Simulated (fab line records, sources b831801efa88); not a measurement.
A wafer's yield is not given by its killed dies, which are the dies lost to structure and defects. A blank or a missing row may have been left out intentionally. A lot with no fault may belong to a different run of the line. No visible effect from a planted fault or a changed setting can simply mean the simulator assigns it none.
Comparing a struck lot with a sound one | flow sky130 | 15 out of 708 route steps
Sound: the wafers L595.1, L595.2, L595.4. The struck wafers were L601.1, L601.2, L601.5. The cause is named last.
Per side, at each step with rows, come the tool, then ch with its chambers, and then its first start. Under that, the readings that differ: sound wafers | struck wafers | difference of the means | sigmas: that difference in standard deviations of wafers without a fault.
alike: readings with means less than 2 such deviations apart, plus words and numbers identical on both sides. not compared: withheld readings, readings lacking a value on some wafer, bounds such as >300 that could conceal the same value, and numbers that have no deviation in the record and whose values overlap.
A row with sigmas, a row that says differs or no value, or rows on one side alone: a step with any of these is where the two part. When numbers do not overlap yet have no deviation, they are printed without sigmas and do not part them. Lack of a reading on every wafer of one side parts them only where that side has two or more wafers.

first, 1 step without rows for these wafers: SKY_CONTACT_ETCH_17 (etches SiO2 in C4F8/O2/Ar, stops on Si3N4, target depth 340 nm).
SKY_CONTACT_ETCH_18: etches Si3N4 in CHF3/O2, stops on TiN, time 39 s, target depth 75 nm.
  sound: rie-diel-04 ch 0,1,2; struck: rie-diel-04 ch 0,1,3
  alike: drypump-motor-current-A, oes-product-au, throttle-valve-pct
  not compared: rf-hours-counter-h
then, 5 steps without rows for these wafers: SKY_CONTACT_STRIP_19 (strips in O2/N2); SKY_CONTACT_STRIP_20 (strips in post etch residue remover, time 1200 s); SKY_CONTACT_CLEAN_21 (cleans in IPA, time 180 s); SKY_CONTACT_CLEAN_22 (cleans in O3/DIW); SKY_CONTACT_SPUTTER_23 (material TiN, target thk 20 nm, time 80 s).
SKY_CONTACT_CVD_24: deposits W, target thk 340 nm, time 102.12 s.
  sound on cvd-w-02 ch 0,1, day 34 05:52; struck on cvd-w-02 ch 0,1, day 36 00:58
  alike: heater-power-w
SKY_CONTACT_RS_MEAS_25: the measuring method here is four-point-probe.
  struck on film-metro-03, day 36 01:05; sound on film-metro-04, day 34 05:58
  alike: CONTACT_W_RS
SKY_CONTACT_THK_MEAS_26: measures by xrf.
  struck on film-metro-03, day 36 01:12; sound on film-metro-04, day 34 06:05
  alike: CONTACT_W_THK
SKY_CONTACT_CMP_27: polishes, stops on SiO2, t overpolish 15 s, target thk 0 nm.
  sound on cmp-02 ch 0,2,3, day 34 06:09; struck on cmp-02 ch 1,2,3, day 36 01:16
  alike: motor-current-A, overpolish-run-s, time-to-endpoint-s
SKY_METAL1_SPUTTER_00: material Ti, target thk 15 nm, time 10 s.
  struck on pvd-sputter-02, day 36 01:34; sound on pvd-sputter-02, day 34 06:27
  alike: throttle-valve-pct
SKY_METAL1_SPUTTER_01: material TiN, target thk 20 nm, time 16.7 s.
  struck on pvd-sputter-02, day 36 01:35; sound on pvd-sputter-02, day 34 06:28
  reading                                    | sound             | struck           | difference | sigmas
  model.TiN_of_METAL1_SPUTTER_01.thk-nm (nm) | 20.23 20.21 19.96 | 9.96 10.02 10.23 | -10.06     |
  alike: throttle-valve-pct
SKY_METAL1_SPUTTER_02: material AlCu, target thk 250 nm, time 13.3 s.
  struck on pvd-sputter-02, day 36 01:37; sound on pvd-sputter-02, day 34 06:30
  alike: throttle-valve-pct
-- the record jumps here: 13 days lie between the struck wafers' starts before and after (it left off in module METAL1 and takes up again in module PAD_OPEN, whose first step shown is number 708 of the route) --
SKY_PAD_OPEN_PROBE_99:
  struck on prober-01, day 49 03:41; sound on prober-01, day 47 16:03
  alike: defect-limited-yield, killed_at_M0_to_M3, killed_at_M4_up, killed-at-contacts, killed-at-front-end, killed-at-other, killed-dies, killed-on-rim, killed-open, killed-short, sort_bin_3_pad_short, sort_bin_5_function, sort_bin_6_memory, sort-n-pass, sort-yield-pct

== WHERE THEY PART ==
Nowhere in this record.

WHY: what the simulator had put in
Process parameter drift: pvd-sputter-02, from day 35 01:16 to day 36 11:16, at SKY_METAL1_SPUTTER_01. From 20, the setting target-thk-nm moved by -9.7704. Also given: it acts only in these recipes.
